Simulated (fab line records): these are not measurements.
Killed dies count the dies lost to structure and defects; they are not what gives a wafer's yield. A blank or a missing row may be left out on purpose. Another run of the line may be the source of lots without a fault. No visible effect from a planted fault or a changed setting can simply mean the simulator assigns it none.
fab line records	flow sky130
[record] lots = 6	wafers = 18	last_day = 49
route steps=708 shown VIA3@577 PAD_OPEN@708
lots that met no fault: taken from a fault-free run of the same line
start_h: start of the lot's first displayed wafer, in hours after the record's first day	wait_h: how many hours have passed since the lot's step before this one	" same as the row above	L1.1+2: a row that stands for several wafers	- no value, or no start was given	* or withheld: withheld	< > ~ a bound
route shown NAME@n: names a module that has steps shown in the file, with the first one's number in the route	usual: mean and standard deviation over wafers with no fault	same: alike in all rows	chamber/n: place in a boat	sites: each site's reading	_std_site: the values' standard deviation	_edge_site: the outer-site mean with the inner-site mean subtracted	radius_mm: for every site, how far away it sits from the centre of the wafer	mask NAME#n: copy n	behind: the tool/chamber that last shaped the wafer	hold: reason for holding the lot/hours on hold/outcome of the hold	device: the n, p or np transistor that did not switch	end of line: the route-end tests of the same wafers	a step given without rows: its recipe and nothing more	killed: count of dies lost to structure and defects at first sort (not the wafer's yield)	map: dies across one wafer; x = killed, . = not, _ = none there
set.NAME: the run value of the setting; set.NAME@STEP: its run value at that earlier step	model.NAME: the simulator's own value behind a step, which no gauge read
certain route steps with their lots: each step a table, each wafer a row
services: a tool's chamber out of use, with start hour (start_h, from the record's first day; less than 0 if before it), hours out, and reason
[[steps]]
[step SKY_VIA3_DEHYDRATE_04]
[recipe] temp_c = 200	time_s = 60
[step SKY_VIA3_HMDS_05]
[recipe] prime_time_s = 60	prime_temp_c = 120
[step SKY_VIA3_COAT_06]
[recipe] resist = BARC	temp_c = withheld	time_s = withheld	spin_rpm = 3000	resist_thk_nm = 60
[step SKY_VIA3_COAT_07]
[recipe] resist = KrF-thick	spin_rpm = 3000	resist_thk_nm = 450
[step SKY_VIA3_SOFTBAKE_08]
[recipe] temp_c = 100	time_s = 90	resist = KrF-thick
[step SKY_VIA3_EXPOSE_09]
[recipe] mask_id = VIM3	na = 0.8	source_shape = annular	sigma_inner = 0.55	sigma_outer = 0.85	target_cd_nm = 200	dose_mj = 38
[step SKY_VIA3_PEB_10]
[recipe] peb_temp_c = withheld	peb_time_s = withheld	resist = KrF-thick
[step SKY_VIA3_DEVELOP_11]
[recipe] develop_time_s = 60	resist = KrF-thick	dev_temp_c = 21
[step SKY_VIA3_CD_MEAS_12]
[recipe] target_cd_nm = 200
[usual] cd_nm = 200.0/1.4
lot.wafer	tool	chamber	start_h	wait_h	cd_nm
L673.2	cd_sem-01	-	946.75	-	203.3
L673.4	"	-	"	"	203.4
L673.5	"	-	"	"	202.8
L675.2	cd_sem-02	-	960.82	-	198.5
L675.4	"	-	"	"	199.2
L675.6	"	-	"	"	198.5
L676.1	cd_sem-01	-	973.78	-	200.5
L676.4	"	-	"	"	199.8
L676.5	"	-	"	"	200.9
L684.2	cd_sem-01	-	1021.59	-	198.8
L684.3	"	-	"	"	200.2
L684.4	"	-	"	"	199.6
L689.1	cd_sem-01	-	1058.65	-	198.9
L689.3	"	-	"	"	198.8
L689.5	"	-	"	"	200.3
L690.2	cd_sem-02	-	1067.50	-	198.9
L690.4	"	-	"	"	199.9
L690.6	"	-	"	"	198.4
[step SKY_VIA3_OVL_MEAS_13]
[usual] VIA3_OVL = -4/5.1
lot.wafer	tool	chamber	start_h	wait_h	VIA3_OVL[nm]
L673.2	overlay-01	-	946.86	0.1	-4
L673.4	"	-	"	"	0
L673.5	"	-	"	"	-6
L675.2	overlay-01	-	960.93	0.1	3
L675.4	"	-	"	"	1
L675.6	"	-	"	"	0
L676.1	overlay-02	-	973.90	0.1	-10
L676.4	"	-	"	"	-4
L676.5	"	-	"	"	-16
L684.2	overlay-01	-	1021.69	0.1	3
L684.3	"	-	"	"	-1
L684.4	"	-	"	"	2
L689.1	overlay-02	-	1058.77	0.1	-3
L689.3	"	-	"	"	-4
L689.5	"	-	"	"	-5
L690.2	overlay-01	-	1067.61	0.1	-2
L690.4	"	-	"	"	-3
L690.6	"	-	"	"	-1
[step SKY_VIA3_ETCH_14]
[recipe] chemistry = N2/H2	target = BARC	ion_energy_ev = 200	source_w = 500	bias_w = 100	pressure_mtorr = 30	n2_flow_sccm = 100	h2_flow_sccm = 200	stop_on = SiO2	time_s = 45.9	target_depth_a = 600
[usual] drypump_motor_current_A = 5.8/0.36	oes_product_au = 0.853/0.0047	throttle_valve_pct = 13.223/0.0088
lot.wafer	tool	chamber	start_h	wait_h	drypump_motor_current_A	oes_product_au	rf_hours_counter_h	throttle_valve_pct
L673.2	rie_diel-02	0	946.89	0.0	5.2	0.861	19	13.223
L673.4	"	0	"	"	5.2	0.860	-	13.225
L673.5	"	1	"	"	5.5	0.855	-	13.217
L675.2	rie_diel-02	0	960.96	0.0	5.3	0.858	20	13.233
L675.4	"	1	"	"	5.5	0.853	6	13.221
L675.6	"	2	"	"	6.4	0.855	-	13.236
L676.1	rie_diel-02	0	973.94	0.0	5.3	0.865	20	13.227
L676.4	"	3	"	"	6.0	0.846	16	13.222
L676.5	"	2	"	"	6.4	0.846	-	13.214
L684.2	rie_diel-02	3	1021.72	0.0	6.0	0.850	17	13.217
L684.3	"	2	"	"	6.3	0.850	10	13.226
L684.4	"	2	"	"	6.4	0.857	-	13.211
L689.1	rie_diel-01	2	1058.81	0.0	6.0	0.851	22	13.197
L689.3	"	1	"	"	6.0	0.853	11	13.221
L689.5	"	0	"	"	6.0	0.862	-	13.213
L690.2	rie_diel-02	1	1067.64	0.0	5.5	0.849	10	13.214
L690.4	"	3	"	"	6.0	0.853	18	13.212
L690.6	"	1	"	"	5.5	0.852	-	13.226
[step SKY_VIA3_ETCH_15]
[recipe] target = SiO2	chemistry = C4F8/O2/Ar	target_depth_nm = 507	stop_on = TiN	mask_material = KrF-thick	source_w = 1500	bias_w = 1200	pressure_mtorr = 40	c4f8_flow_sccm = withheld	O2_flow_sccm = 6	Ar_flow_sccm = 300	time_s = 78
[usual] oes_product_au = 0.946/0.0049
lot.wafer	tool	chamber	start_h	wait_h	oes_product_au
L673.2	rie_diel-02	0	946.93	0.0	0.945
L673.4	"	0	"	"	0.959
L673.5	"	1	"	"	0.946
L675.2	rie_diel-02	0	961.00	0.0	0.938
L675.4	"	1	"	"	0.949
L675.6	"	2	"	"	0.951
L676.1	rie_diel-02	0	973.98	0.0	0.951
L676.4	"	3	"	"	0.948
L676.5	"	2	"	"	0.948
L684.2	rie_diel-02	3	1021.77	0.0	0.945
L684.3	"	2	"	"	0.949
L684.4	"	2	"	"	0.951
L689.1	rie_diel-01	2	1058.85	0.0	0.949
L689.3	"	1	"	"	0.946
L689.5	"	0	"	"	0.948
L690.2	rie_diel-02	1	1067.68	0.0	0.944
L690.4	"	3	"	"	0.944
L690.6	"	1	"	"	0.952
[step SKY_VIA3_STRIP_16]
[recipe] chemistry = O2/N2	power_w = 1400	pressure_mtorr = 1500	platen_temp_c = withheld	o2_flow_sccm = 3000	n2_flow_sccm = 300	overash_fraction = 0.5
[usual] chamber_pressure_mTorr = 1500.0/1.3	drypump_motor_current_A = 5.7/0.54	o2_flow_sccm = 2999/8.3	oes_product_au = 0.401/0.0045	strip_time_to_endpoint_s = 4.122/0.022
lot.wafer	tool	chamber	start_h	wait_h	chamber_pressure_mTorr	drypump_motor_current_A	o2_flow_sccm	oes_product_au	rf_hours_counter_h	strip_time_to_endpoint_s	model.KrF-thick_of_VIA3_COAT_07.thk_nm
L673.2	plasma_asher-04	1	946.99	0.0	1501.1	5.2	2997	0.404	52	4.119	0
L673.4	"	0	"	"	1499.9	6.1	2990	0.400	-	4.127	0
L673.5	"	1	"	"	1498.5	5.2	2997	0.399	-	4.127	0
L675.2	plasma_asher-04	0	961.06	0.0	-	-	-	-	-	-	290.3
L675.4	"	1	"	"	-	-	-	-	-	-	290.1
L675.6	"	0	"	"	-	-	-	-	-	-	287.8
L676.1	plasma_asher-04	1	974.04	0.0	-	-	-	-	-	-	293.6
L676.4	"	0	"	"	-	-	-	-	-	-	291.2
L676.5	"	1	"	"	-	-	-	-	-	-	293.8
L684.2	plasma_asher-03	0	1021.83	0.0	1499.0	5.8	2988	0.403	90	4.134	0
L684.3	"	0	"	"	1499.1	5.7	2993	0.394	-	4.125	0
L684.4	"	1	"	"	1500.7	5.7	3011	0.398	-	4.132	0
L689.1	plasma_asher-03	0	1058.91	0.0	1500.2	5.8	3000	0.405	93	4.119	0
L689.3	"	0	"	"	1500.5	5.7	3003	0.400	-	4.124	0
L689.5	"	1	"	"	1501.9	5.7	2987	0.404	-	4.129	0
L690.2	plasma_asher-01	0	1067.74	0.0	1500.7	6.4	3008	0.393	33	4.120	0
L690.4	"	0	"	"	1499.0	6.4	2985	0.402	-	4.113	0
L690.6	"	0	"	"	1500.0	6.4	3004	0.400	-	4.117	0
[step SKY_VIA3_STRIP_17]
[recipe] chemistry = post_etch_residue_remover	time_s = 1200	temp_c = 72.5
[step SKY_PAD_OPEN_PROBE_99]
[usual] defect_limited_yield = 82.5/1.9	killed_at_M0_to_M3 = 42/7.4	killed_at_M4_up = 3.4/1.8	killed_at_contacts = 25/5.4	killed_at_front_end = 15/4.4	killed_at_other = 0.2/0.52	killed_dies = 86/9.3	killed_on_rim = 17/3.9	killed_open = 47/7.6	killed_short = 39/6.5	sort_bin_3_pad_short = 0.9/0.46	sort_bin_5_function = 10.3/1.5	sort_bin_6_memory = 6.3/1.2	sort_n_pass = 406/9.3	sort_yield_pct = 82.5/1.9
[same] gross_dies = 492	killed_at_back_side = 0	sort_bin_4_leakage[%] = 0	sort_bin_8_speed[%] = 0
lot.wafer	tool	chamber	start_h	wait_h	defect_limited_yield[%]	killed_at_M0_to_M3	killed_at_M4_up	killed_at_contacts	killed_at_front_end	killed_at_other	killed_dies	killed_on_rim	killed_open	killed_short	sort_bin_3_pad_short[%]	sort_bin_5_function[%]	sort_bin_6_memory[%]	sort_n_pass	sort_yield_pct[%]
L673.4	prober-02	-	1090.60	0.2	82.5	37	4	28	17	0	86	21	46	40	1.0	10.4	6.1	406	82.5
L675.2	prober-02	-	1101.85	0.1	0	450	0	27	15	0	492	96	54	34	0.4	92.3	7.3	0	0
L675.4	prober-02	-	1101.95	0.2	0	448	5	25	14	0	492	96	52	47	1.0	89.8	9.1	0	0
L675.6	prober-02	-	1102.05	0.2	0	456	4	19	13	0	492	96	45	45	1.6	90.4	7.9	0	0
L676.1	prober-01	-	1112.12	0.1	0	436	2	26	28	0	492	96	45	47	1.2	93.5	5.3	0	0
L676.4	prober-01	-	1112.27	0.2	0	445	6	26	15	0	492	96	49	38	2.2	92.3	5.5	0	0
L676.5	prober-01	-	1112.32	0.2	0	451	5	17	18	1	492	96	48	36	1.0	93.7	5.3	0	0
L684.2	prober-02	-	1152.23	0.1	85.6	39	3	15	14	0	71	16	27	44	0.6	8.9	4.9	421	85.6
L684.3	prober-02	-	1152.28	0.2	81.9	47	2	26	14	0	89	18	46	43	0.2	12.8	5.1	403	81.9
L684.4	prober-02	-	1152.33	0.2	81.9	39	2	21	26	1	89	15	52	37	0.2	12.0	5.9	403	81.9
L690.2	prober-02	-	1186.70	0.1	81.9	43	2	28	16	0	89	18	44	45	1.4	8.9	7.7	403	81.9
L690.4	prober-02	-	1186.80	0.2	83.3	37	6	25	14	0	82	17	40	42	0.2	10.4	6.1	410	83.3
L690.6	prober-02	-	1186.90	0.2	83.9	37	5	28	9	0	79	17	37	42	1.0	8.7	6.3	413	83.9
// killed by level:class
L673.4 CONTACT:geometric_particle:open=8 VIA1:geometric_particle:open=8 LI_CONTACT:geometric_particle:open=7 CONTACT:geometric_particle:short=7 METAL2:geometric_particle:short=7 FIELD_ISO:geometric_particle:open=5 VIA3:geometric_particle:open=5 LOCAL_INTERCONNECT:geometric_particle:short=5
L675.2 VIA3:area_sputter=404 VIA1:geometric_particle:open=15 LI_CONTACT:geometric_particle:open=8 LOCAL_INTERCONNECT:geometric_particle:short=7 CONTACT:geometric_particle:open=6 FIELD_ISO:geometric_particle:open=5 VIA1:geometric_particle:short=5 VIA3:geometric_particle:open=5
L675.4 VIA3:area_sputter=393 LI_CONTACT:geometric_particle:open=11 VIA1:geometric_particle:short=9 VIA1:geometric_particle:open=9 VIA3:geometric_particle:open=8 METAL1:geometric_particle:short=7 CONTACT:geometric_particle:open=6 VIA2:geometric_particle:open=6
L675.6 VIA3:area_sputter=402 METAL1:geometric_particle:short=14 METAL2:geometric_particle:short=8 VIA2:geometric_particle:open=7 LI_CONTACT:geometric_particle:open=6 VIA1:geometric_particle:open=6 FIELD_ISO:geometric_particle:open=5 CONTACT:geometric_particle:open=5
L676.1 VIA3:area_sputter=400 VIA1:geometric_particle:open=11 LI_CONTACT:geometric_particle:open=9 FIELD_ISO:geometric_particle:short=6 POLY_GATE:geometric_particle:short=6 METAL1:geometric_particle:short=6 LI_CONTACT:geometric_particle:short=5 CONTACT:geometric_particle:open=5
L676.4 VIA3:area_sputter=405 VIA1:geometric_particle:open=11 VIA3:geometric_particle:open=9 CONTACT:geometric_particle:open=8 CONTACT:geometric_particle:short=6 METAL2:geometric_particle:short=6 POLY_GATE:geometric_particle:open=5 LOCAL_INTERCONNECT:geometric_particle:short=5
L676.5 VIA3:area_sputter=408 VIA1:geometric_particle:open=11 VIA1:geometric_particle:short=6 LI_CONTACT:geometric_particle:open=6 VIA2:geometric_particle:open=6 POLY_GATE:geometric_particle:short=5 POLY_GATE:geometric_particle:open=5 CONTACT:geometric_particle:open=5
L684.2 VIA1:geometric_particle:open=9 VIA1:geometric_particle:short=7 POLY_GATE:geometric_particle:short=6 FIELD_ISO:geometric_particle:short=5 METAL1:geometric_particle:short=5 LI_CONTACT:geometric_particle:open=4 CONTACT:geometric_particle:short=4 VIA2:geometric_particle:open=3
L684.3 CONTACT:geometric_particle:open=12 METAL1:geometric_particle:short=10 VIA3:geometric_particle:open=10 LI_CONTACT:geometric_particle:open=6 VIA2:geometric_particle:short=6 FIELD_ISO:geometric_particle:short=5 LOCAL_INTERCONNECT:geometric_particle:short=5 VIA1:geometric_particle:open=5
L684.4 VIA1:geometric_particle:open=14 CONTACT:geometric_particle:open=10 FIELD_ISO:geometric_particle:open=8 METAL1:geometric_particle:short=6 FIELD_ISO:geometric_particle:short=5 POLY_GATE:geometric_particle:short=5 LI_CONTACT:geometric_particle:open=5 VIA2:geometric_particle:open=5
L690.2 VIA2:geometric_particle:open=12 LI_CONTACT:geometric_particle:open=7 CONTACT:geometric_particle:short=7 METAL1:geometric_particle:short=7 VIA3:geometric_particle:open=6 FIELD_ISO:geometric_particle:open=5 LOCAL_INTERCONNECT:geometric_particle:short=5 FIELD_ISO:geometric_particle:short=4
L690.4 CONTACT:geometric_particle:open=8 VIA1:geometric_particle:open=8 LI_CONTACT:geometric_particle:open=7 METAL1:geometric_particle:short=7 VIA2:geometric_particle:open=6 FIELD_ISO:geometric_particle:short=5 FIELD_ISO:geometric_particle:open=5 CONTACT:geometric_particle:short=4
L690.6 VIA2:geometric_particle:open=8 LI_CONTACT:geometric_particle:open=7 CONTACT:geometric_particle:short=7 VIA1:geometric_particle:open=6 CONTACT:geometric_particle:open=5 VIA3:geometric_particle:short=5 LOCAL_INTERCONNECT:geometric_particle:short=4 VIA1:geometric_particle:short=4
// map L675.2 (x killed, . not)
__________xxxxxxxxxx_________
________xxxxxxxxxxxxxx_______
______xxxxxxxxxxxxxxxxxx_____
_____xxxxxxxxxxxxxxxxxxxx____
____xxxxxxxxxxxxxxxxxxxxxx___
___xxxxxxxxxxxxxxxxxxxxxxxx__
__xxxxxxxxxxxxxxxxxxxxxxxxxx_
_xxxxxxxxxxxxxxxxxxxxxxxxxxxx
_xxxxxxxxxxxxxxxxxxxxxxxxxxxx
_xxxxxxxxxxxxxxxxxxxxxxxxxxxx
_xxxxxxxxxxxxxxxxxxxxxxxxxxxx
_xxxxxxxxxxxxxxxxxxxxxxxxxxxx
_xxxxxxxxxxxxxxxxxxxxxxxxxxxx
_xxxxxxxxxxxxxxxxxxxxxxxxxxxx
_xxxxxxxxxxxxxxxxxxxxxxxxxxxx
__xxxxxxxxxxxxxxxxxxxxxxxxxx_
___xxxxxxxxxxxxxxxxxxxxxxxx__
____xxxxxxxxxxxxxxxxxxxxxx___
_____xxxxxxxxxxxxxxxxxxxx____
______xxxxxxxxxxxxxxxxxx_____
________xxxxxxxxxxxxxx_______
__________xxxxxxxxxx_________
// map L676.1 (x killed, . not)
__________xxxxxxxxxx_________
________xxxxxxxxxxxxxx_______
______xxxxxxxxxxxxxxxxxx_____
_____xxxxxxxxxxxxxxxxxxxx____
____xxxxxxxxxxxxxxxxxxxxxx___
___xxxxxxxxxxxxxxxxxxxxxxxx__
__xxxxxxxxxxxxxxxxxxxxxxxxxx_
_xxxxxxxxxxxxxxxxxxxxxxxxxxxx
_xxxxxxxxxxxxxxxxxxxxxxxxxxxx
_xxxxxxxxxxxxxxxxxxxxxxxxxxxx
_xxxxxxxxxxxxxxxxxxxxxxxxxxxx
_xxxxxxxxxxxxxxxxxxxxxxxxxxxx
_xxxxxxxxxxxxxxxxxxxxxxxxxxxx
_xxxxxxxxxxxxxxxxxxxxxxxxxxxx
_xxxxxxxxxxxxxxxxxxxxxxxxxxxx
__xxxxxxxxxxxxxxxxxxxxxxxxxx_
___xxxxxxxxxxxxxxxxxxxxxxxx__
____xxxxxxxxxxxxxxxxxxxxxx___
_____xxxxxxxxxxxxxxxxxxxx____
______xxxxxxxxxxxxxxxxxx_____
________xxxxxxxxxxxxxx_______
__________xxxxxxxxxx_________
[[services]]
tool	chamber	start_h	hours	kind
rie_diel-02	3	939.96	7.9	repair
plasma_asher-03	-	941.30	4.3	pm
rie_diel-02	-	952.82	0.4	repair
rie_diel-01	-	984.85	0.8	repair
plasma_asher-03	-	985.70	5.7	repair
rie_diel-01	0	994.32	11.0	repair
rie_diel-01	3	995.96	13.8	repair
rie_diel-02	-	998.90	0.4	repair
rie_diel-02	3	1005.23	8.1	repair
rie_diel-02	0	1007.88	15.0	repair
rie_diel-02	-	1025.26	15.6	pm
rie_diel-01	3	1033.27	-	clean
rie_diel-01	3	1033.27	20.6	scheduled_down
rie_diel-01	3	1033.27	20.6	vent_cycle
rie_diel-01	1	1035.15	4.9	repair
rie_diel-02	0	1041.17	2.9	repair
plasma_asher-04	-	1063.70	28.1	pm
[[key]]
[first_sign] step = SKY_VIA3_STRIP_16	reading = tool_record	direction = missing
[effect] step = SKY_PAD_OPEN_PROBE_99	reading = sort_bin_5_function	direction = up	sigmas = 55	usual = 10.3	struck = 92.0
[model_effect] step = SKY_VIA3_STRIP_16	value = KrF-thick_of_VIA3_COAT_07.thk_nm	without = 0	struck = 291.1
[more_kills_born_at] SKY_VIA3_SPUTTER_20@pvd_sputter-04 = 1213	SKY_VIA3_SPUTTER_20@pvd_sputter-03 = 1199
met_at SKY_VIA3_STRIP_16
struck_wafers L675.2,L675.4,L675.6,L676.1,L676.4,L676.5
later_rows_left_out L675.2,L675.4,L675.6,L676.1,L676.4,L676.5
onset_between 946.99 961.06
[fault] kind = skipped_step_whole	tool = plasma_asher-04	chamber = -	onset_h = 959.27	steps = SKY_VIA3_STRIP_16	scope = struck_lots_only
// later_rows_left_out: the simulator's readings of these wafers behind a module that went badly wrong aren't trusted and aren't shown, but for the sort
